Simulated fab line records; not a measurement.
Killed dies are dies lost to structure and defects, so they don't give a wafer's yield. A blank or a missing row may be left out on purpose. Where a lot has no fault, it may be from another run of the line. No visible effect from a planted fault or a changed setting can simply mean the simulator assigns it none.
Which tool is to blame? :: flow gf180mcu :: Sampling: 13 lots, 39 wafers, 5 of 602 route steps

WHAT THE GAUGES READ, wafer by wafer
GF_MVPSD_OVL_MEAS_07. Usual: MVPSD_OVL gives 0.5 nm (standard deviation 1.4).
lot: L504
measured: day 5 06:16
on: overlay-02
MVPSD_OVL (nm): 0.0 0.3 -1.0
flag: 

lot: L505
measured: day 5 10:42
on: overlay-02
MVPSD_OVL (nm): 0.3 1.5 0.5
flag: 

lot: L507
measured: day 6 00:48
on: overlay-01
MVPSD_OVL (nm): 1.1 0.5 0.5
flag: 

lot: L512
measured: day 7 06:58
on: overlay-01
MVPSD_OVL (nm): 1.2 1.1 1.1
flag: 

lot: L513
measured: day 7 12:59
on: overlay-01
MVPSD_OVL (nm): -0.8 0.0 -1.0
flag: 

lot: L515
measured: day 7 22:27
on: overlay-01
MVPSD_OVL (nm): 2.2 1.7 1.3
flag: 

lot: L517
measured: day 8 11:31
on: overlay-02
MVPSD_OVL (nm): -0.2 -1.1 0.2
flag: 

lot: L518
measured: day 8 17:35
on: overlay-02
MVPSD_OVL (nm): 1.7 1.3 1.4
flag: 

lot: L519
measured: day 9 02:22
on: overlay-01
MVPSD_OVL (nm): 1.6 -0.2 0.4
flag: 

lot: L522
measured: day 9 18:28
on: overlay-01
MVPSD_OVL (nm): 0.4 0.4 1.7
flag: 

lot: L523
measured: day 9 22:48
on: overlay-02
MVPSD_OVL (nm): -2.1 -0.9 -1.0
flag: 

lot: L525
measured: day 10 11:40
on: overlay-02
MVPSD_OVL (nm): 2.2 0.3 0.9
flag: 

lot: L526
measured: day 10 17:34
on: overlay-01
MVPSD_OVL (nm): -1.1 -0.5 -0.8
flag: 

GF_HV_LDD_TW_MEAS_23. Usual: HV_LDD_2_TW gives 1050 (standard deviation 9.9).
lot: L504
measured: day 11 00:53
on: film metro-01
HV_LDD_2_TW: 1042 1044 1044
flag: 

lot: L505
measured: day 11 08:19
on: film metro-02
HV_LDD_2_TW: 1056 1057 1058
flag: 

lot: L507
measured: day 12 01:52
on: film metro-01
HV_LDD_2_TW: 1037 1040 1041
flag: 

lot: L512
measured: day 13 13:40
on: film metro-04
HV_LDD_2_TW: 1054 1058 1053
flag: 

lot: L513
measured: day 13 23:15
on: film metro-04
HV_LDD_2_TW: 1058 1056 1048
flag: 

lot: L515
measured: day 14 12:00
on: film metro-01
HV_LDD_2_TW: 949 944 949 952 951 950
flag: OFF

lot: L517
measured: day 15 05:04
on: film metro-01
HV_LDD_2_TW: 949 952 952 953 948 957
flag: OFF

lot: L518
measured: day 15 12:31
on: film metro-02
HV_LDD_2_TW: 1061 1066 1062
flag: 

lot: L519
measured: day 15 21:25
on: film metro-04
HV_LDD_2_TW: 1048 1050 1057
flag: 

lot: L522
measured: day 16 18:18
on: film metro-01
HV_LDD_2_TW: 1038 1036 1041
flag: 

lot: L523
measured: day 17 01:07
on: film metro-02
HV_LDD_2_TW: 1051 1053 1053
flag: 

lot: L525
measured: day 17 16:01
on: film metro-02
HV_LDD_2_TW: 1054 1056 1054
flag: 

lot: L526
measured: day 18 01:21
on: film metro-04
HV_LDD_2_TW: 1063 1061 1062
flag: 

GF_HV_LDD_OVL_MEAS_47. Usual: HV_LDD_03_OVL gives -0.5 nm (standard deviation 1.3).
lot: L504
measured: day 12 15:59
on: overlay-02
HV_LDD_03_OVL (nm): 0.8 0.1 -0.3
flag: 

lot: L505
measured: day 13 00:01
on: overlay-01
HV_LDD_03_OVL (nm): -1.8 -1.5 0.2
flag: 

lot: L507
measured: day 13 19:31
on: overlay-02
HV_LDD_03_OVL (nm): 0.6 -1.0 1.5
flag: 

lot: L512
measured: day 15 08:16
on: overlay-02
HV_LDD_03_OVL (nm): -3.6 -3.0 -2.8
flag: 

lot: L513
measured: day 15 17:49
on: overlay-01
HV_LDD_03_OVL (nm): 1.4 0.3 1.1
flag: 

lot: L515
measured: day 16 08:46
on: overlay-01
HV_LDD_03_OVL (nm): -1.7 -1.8 -0.3
flag: 

lot: L517
measured: day 17 02:01
on: overlay-02
HV_LDD_03_OVL (nm): -2.3 0.8 -0.1
flag: 

lot: L518
measured: day 17 09:28
on: overlay-02
HV_LDD_03_OVL (nm): 0.1 0.4 1.9
flag: 

lot: L519
measured: day 17 19:40
on: overlay-02
HV_LDD_03_OVL (nm): -0.1 0.0 -0.6
flag: 

lot: L522
measured: day 18 17:34
on: overlay-02
HV_LDD_03_OVL (nm): 1.5 1.2 1.2
flag: 

lot: L523
measured: day 19 00:19
on: overlay-02
HV_LDD_03_OVL (nm): -0.7 -1.6 -0.1
flag: 

lot: L525
measured: day 19 17:20
on: overlay-02
HV_LDD_03_OVL (nm): -2.7 -2.4 -1.1
flag: 

lot: L526
measured: day 20 02:43
on: overlay-01
HV_LDD_03_OVL (nm): -0.1 -1.9 -0.7
flag: 

WHICH TOOL RAN EACH LOT (tool, then ch and the chambers of the sampled wafers, then the start)
lot: L504
GF_HV_LDD_IMPLANT_21: implanter-03 ch 0, day 11 00:40
GF_HV_LDD_STRIP_37: plasma asher-03 ch 0,1, day 11 20:35

lot: L505
GF_HV_LDD_IMPLANT_21: implanter-04 ch 0, day 11 08:05
GF_HV_LDD_STRIP_37: plasma asher-04 ch 0, day 12 04:01

lot: L507
GF_HV_LDD_IMPLANT_21: implanter-04 ch 0, day 12 01:38
GF_HV_LDD_STRIP_37: plasma asher-04 ch 0,1, day 12 22:44

lot: L512
GF_HV_LDD_IMPLANT_21: implanter-03 ch 0, day 13 13:26
GF_HV_LDD_STRIP_37: plasma asher-03 ch 0,1, day 14 11:08

lot: L513
GF_HV_LDD_IMPLANT_21: implanter-04 ch 0, day 13 23:00
GF_HV_LDD_STRIP_37: plasma asher-04 ch 0,1, day 14 20:10

lot: L515
GF_HV_LDD_IMPLANT_21: implanter-03 ch 0, day 14 11:45
GF_HV_LDD_STRIP_37: plasma asher-02 ch 0,1, day 15 10:30

lot: L517
GF_HV_LDD_IMPLANT_21: implanter-03 ch 0, day 15 04:50
GF_HV_LDD_STRIP_37: plasma asher-03 ch 0,1, day 16 03:18

lot: L518
GF_HV_LDD_IMPLANT_21: implanter-04 ch 0, day 15 12:16
GF_HV_LDD_STRIP_37: plasma asher-03 ch 0,1, day 16 10:24

lot: L519
GF_HV_LDD_IMPLANT_21: implanter-04 ch 0, day 15 21:11
GF_HV_LDD_STRIP_37: plasma asher-04 ch 0,1, day 16 20:53

lot: L522
GF_HV_LDD_IMPLANT_21: implanter-04 ch 0, day 16 18:04
GF_HV_LDD_STRIP_37: plasma asher-03 ch 1, day 17 18:14

lot: L523
GF_HV_LDD_IMPLANT_21: implanter-02 ch 0, day 17 00:53
GF_HV_LDD_STRIP_37: plasma asher-04 ch 0,1, day 18 00:21

lot: L525
GF_HV_LDD_IMPLANT_21: implanter-04 ch 0, day 17 15:47
GF_HV_LDD_STRIP_37: plasma asher-04 ch 0,1, day 18 16:23

lot: L526
GF_HV_LDD_IMPLANT_21: implanter-04 ch 0, day 18 01:06
GF_HV_LDD_STRIP_37: plasma asher-02 ch 0,1, day 19 01:54
- GF_HV_LDD_IMPLANT_21
- GF_HV_LDD_STRIP_37: strips in O2/N2.

WHAT THE TOOLS THEMSELVES READ (means of the sampled wafers that have a number; where no wafer has one, the mark that the record gives instead)
GF_HV_LDD_IMPLANT_21. Usual: 25.000 for beam energy keV, sd 0.0072.
lot: L504
tool: implanter-03
beam energy keV: 25.001
flag: 

lot: L505
tool: implanter-04
beam energy keV: 25.003
flag: 

lot: L507
tool: implanter-04
beam energy keV: 24.998
flag: 

lot: L512
tool: implanter-03
beam energy keV: 25.005
flag: 

lot: L513
tool: implanter-04
beam energy keV: 24.997
flag: 

lot: L515
tool: implanter-03
beam energy keV: 17.891
flag: OFF

lot: L517
tool: implanter-03
beam energy keV: 17.890
flag: OFF

lot: L518
tool: implanter-04
beam energy keV: 24.989
flag: 

lot: L519
tool: implanter-04
beam energy keV: 25.003
flag: 

lot: L522
tool: implanter-04
beam energy keV: 25.005
flag: 

lot: L523
tool: implanter-02
beam energy keV: 25.004
flag: 

lot: L525
tool: implanter-04
beam energy keV: 25.003
flag: 

lot: L526
tool: implanter-04
beam energy keV: 24.997
flag: 

GF_HV_LDD_STRIP_37. Usual: drypump motor current A 5.85 A, standard deviation 0.26; heater power w 351 W, standard deviation 35; oes product au 0.716 a.u., standard deviation 0.0048; strip time to endpoint s 12.64 s, standard deviation 0.039.
lot: L504
tool: plasma asher-03
drypump motor current A (A): 5.47
heater power w (W): 307
oes product au (a.u.): 0.716
strip time to endpoint s (s): 12.64
flag: 

lot: L505
tool: plasma asher-04
drypump motor current A (A): 5.86
heater power w (W): 342
oes product au (a.u.): 0.712
strip time to endpoint s (s): 12.66
flag: 

lot: L507
tool: plasma asher-04
drypump motor current A (A): 5.88
heater power w (W): 364
oes product au (a.u.): 0.716
strip time to endpoint s (s): 12.63
flag: 

lot: L512
tool: plasma asher-03
drypump motor current A (A): 5.72
heater power w (W): 320
oes product au (a.u.): 0.719
strip time to endpoint s (s): 12.56
flag: 

lot: L513
tool: plasma asher-04
drypump motor current A (A): 5.90
heater power w (W): 361
oes product au (a.u.): 0.720
strip time to endpoint s (s): 12.67
flag: 

lot: L515
tool: plasma asher-02
drypump motor current A (A): 5.98
heater power w (W): 359
oes product au (a.u.): 0.715
strip time to endpoint s (s): 12.68
flag: 

lot: L517
tool: plasma asher-03
drypump motor current A (A): 5.72
heater power w (W): 318
oes product au (a.u.): 0.712
strip time to endpoint s (s): 12.64
flag: 

lot: L518
tool: plasma asher-03
drypump motor current A (A): 5.72
heater power w (W): 321
oes product au (a.u.): 0.721
strip time to endpoint s (s): 12.64
flag: 

lot: L519
tool: plasma asher-04
drypump motor current A (A): 5.91
heater power w (W): 363
oes product au (a.u.): 0.715
strip time to endpoint s (s): 12.64
flag: 

lot: L522
tool: plasma asher-03
drypump motor current A (A): 5.24
heater power w (W): 292
oes product au (a.u.): 0.720
strip time to endpoint s (s): 12.68
flag: 

lot: L523
tool: plasma asher-04
drypump motor current A (A): 5.94
heater power w (W): 382
oes product au (a.u.): 0.717
strip time to endpoint s (s): 12.64
flag: 

lot: L525
tool: plasma asher-04
drypump motor current A (A): 5.93
heater power w (W): 372
oes product au (a.u.): 0.719
strip time to endpoint s (s): 12.62
flag: 

lot: L526
tool: plasma asher-02
drypump motor current A (A): 5.98
heater power w (W): 346
oes product au (a.u.): 0.720
strip time to endpoint s (s): 12.64
flag: 

THE ANSWER, worked out from the rows above alone
Rule: lot off if the mean of its wafers having a number is beyond 3 standard deviations from the usual mean. Also off: a lot with no number at a reading for which 4 or more lots have one. Any other lot the step has rows for is counted as sound. First the gauges in route order, then the tools' own readings, where a lot's mean is used as printed above. At the first step where some lot is off, the reading lying furthest off is the one used; lots without a number count as furthest.
Off: L515, L517, seen at GF_HV_LDD_TW_MEAS_23 (HV_LDD_2_TW).
A tool fits if, at a process step before that reading, it ran every lot that is off, and no sound lot after the first of them. The gauges at GF_HV_LDD_TW_MEAS_23 aren't tried: what is off there is off at GF_HV_LDD_IMPLANT_21 too, on other tools, and a gauge's error can't cause that. One fits: GF_HV_LDD_IMPLANT_21 on implanter-03. A fault onset in the window from L512 (day 13 13:26, its last sound lot) to L515 (day 14 11:45, its first lot off) fits.
The tool's own readings at GF_HV_LDD_IMPLANT_21 bear it out: on the lots that are off they differ by more than 5 times the standard deviation of the sound lots' means. beam energy keV reads 17.890 there against 25.000 on the sound lots.

WHAT THE SIMULATOR HAD INSERTED
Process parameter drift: implanter-03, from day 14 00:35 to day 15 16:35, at GF_HV_LDD_IMPLANT_21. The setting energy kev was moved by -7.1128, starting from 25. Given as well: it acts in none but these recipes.
Lots struck among those shown: L515, L517. The rule above found the same.
